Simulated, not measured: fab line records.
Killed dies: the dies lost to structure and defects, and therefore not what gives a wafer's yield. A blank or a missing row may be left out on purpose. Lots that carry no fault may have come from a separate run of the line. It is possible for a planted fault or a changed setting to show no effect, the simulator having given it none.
Problem report in the 8D (eight disciplines) form, filled by code    flow sky130    the parts of the form that need people (team, actions taken, sign-off) are left out

== 1. THE PROBLEM ==
Wafers without a fault read 0.894 a.u., standard deviation 0.0055; oes_product_au at SKY_METAL5_METAL_ETCH_15 reads a mean of 0.756 a.u. on 2 wafers belonging to 2 lots. That puts it -25 standard deviations away from the usual mean.
The step: etches the open film in Cl2/BCl3, stops on SiO2, target depth 1260 nm, time 252 s.
The first sign was on wafer L563.5 at day 47 07:05, on rie_metal-03. The record holds 30 wafers of 10 lots with a number at this step. By rule, "out" or "out of limits" means more than 4 standard deviations away from the usual mean. The rest of the wafers with a number are treated as sound.

== 2. WHAT IT IS, WHAT IT ISN'T ==
question                     is                 is not
which readings at this step  oes_product_au     bias_w, drypump_motor_current_A, rf_fwd_power_W, throttle_valve_pct
which lots                   L563, L565         L552, L553, L555, L562, L568, L573, L574, L575
which wafers of those lots   L563.5, L565.4     L563.1, L563.3, L565.3, L565.6
read on which tools          rie_metal-03       rie_metal-01, rie_metal-04
when                         from day 47 07:05  up to then (14 sound wafers); but 14 sound wafers of L565, L568, L573, L574, L575 came after

== 3. THE SUSPECTS, EACH WITH WHAT RULES IT OUT ==
Counting: a tool at a process step up to the reading stays a suspect if it ran every lot that is out. Sound lots after the first of them don't rule it out here, since some wafers of a struck lot are sound.
- rie_metal-03 at SKY_METAL5_DESCUM_14 (chemistry O2, time 11 s): kept. It processed each lot that is out (first: L563, day 47 07:02); up to then, its last sound lot is L553 (day 44 09:51).
- rie_metal-03 at SKY_METAL5_METAL_ETCH_15 (etches the open film in Cl2/BCl3, stops on SiO2, target depth 1260 nm, time 252 s): kept. It processed each lot that is out (first: L563, day 47 07:05); up to then, its last sound lot is L553 (day 44 09:53). Its own oes_product_au readings are out on those wafers.
After counting, rie_metal-03 at SKY_METAL5_DESCUM_14 and rie_metal-03 at SKY_METAL5_METAL_ETCH_15 remain.

== 4. THE CAUSE (what the simulator had put in) ==
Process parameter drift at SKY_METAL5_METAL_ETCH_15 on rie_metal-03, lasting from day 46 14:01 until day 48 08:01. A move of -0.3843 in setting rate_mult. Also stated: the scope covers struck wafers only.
2 suspects survive the count, and this tool is in that group.

== 5. SEQUENCE OF EFFECTS, ordered by route ==
One row per reading whose mean, taken over the struck wafers that have a number, lies over 3 standard deviations from the usual. Readings are gone through only where the record gives a usual standard deviation; hours: the median, over the lots, of the time from a lot's start at the first step in this table giving one to that lot's start at this step; sigmas: the change measured in usual standard deviations.
hours  step                      reading                   usual       on struck wafers  change  sigmas
0      SKY_METAL5_METAL_ETCH_15  oes_product_au            0.894 a.u.  0.756             -0.138  -25
0      SKY_METAL5_STRIP_16       strip_time_to_endpoint_s  12.94 s     16.34             +3.40   +23
42     SKY_PAD_OPEN_PROBE_99     defect_limited_yield      82.3 %      0.0               -82.3   -39
42     SKY_PAD_OPEN_PROBE_99     killed_at_M4_up           3.1         411.0             +407.9  +99 or more
42     SKY_PAD_OPEN_PROBE_99     killed_dies               87          492               +405    +40
42     SKY_PAD_OPEN_PROBE_99     killed_on_rim             17          96                +79     +20
42     SKY_PAD_OPEN_PROBE_99     sort_bin_5_function       10.4 %      93.6              +83.2   +55
42     SKY_PAD_OPEN_PROBE_99     sort_n_pass               405         0                 -405    -40
42     SKY_PAD_OPEN_PROBE_99     sort_yield_pct            82.3 %      0.0               -82.3   -39
It contains these process steps:
- SKY_METAL5_METAL_ETCH_15: etches the open film in Cl2/BCl3, stops on SiO2, target depth 1260 nm, time 252 s.
- SKY_METAL5_STRIP_16: strips in O2/N2.
- SKY_PAD_OPEN_PROBE_99

== 6. HOW IT WOULD HAVE BEEN CAUGHT EARLIER ==
17 hours passed between the start of the fault at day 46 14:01 and the first reading out of limits in this record, taken at day 47 07:05.
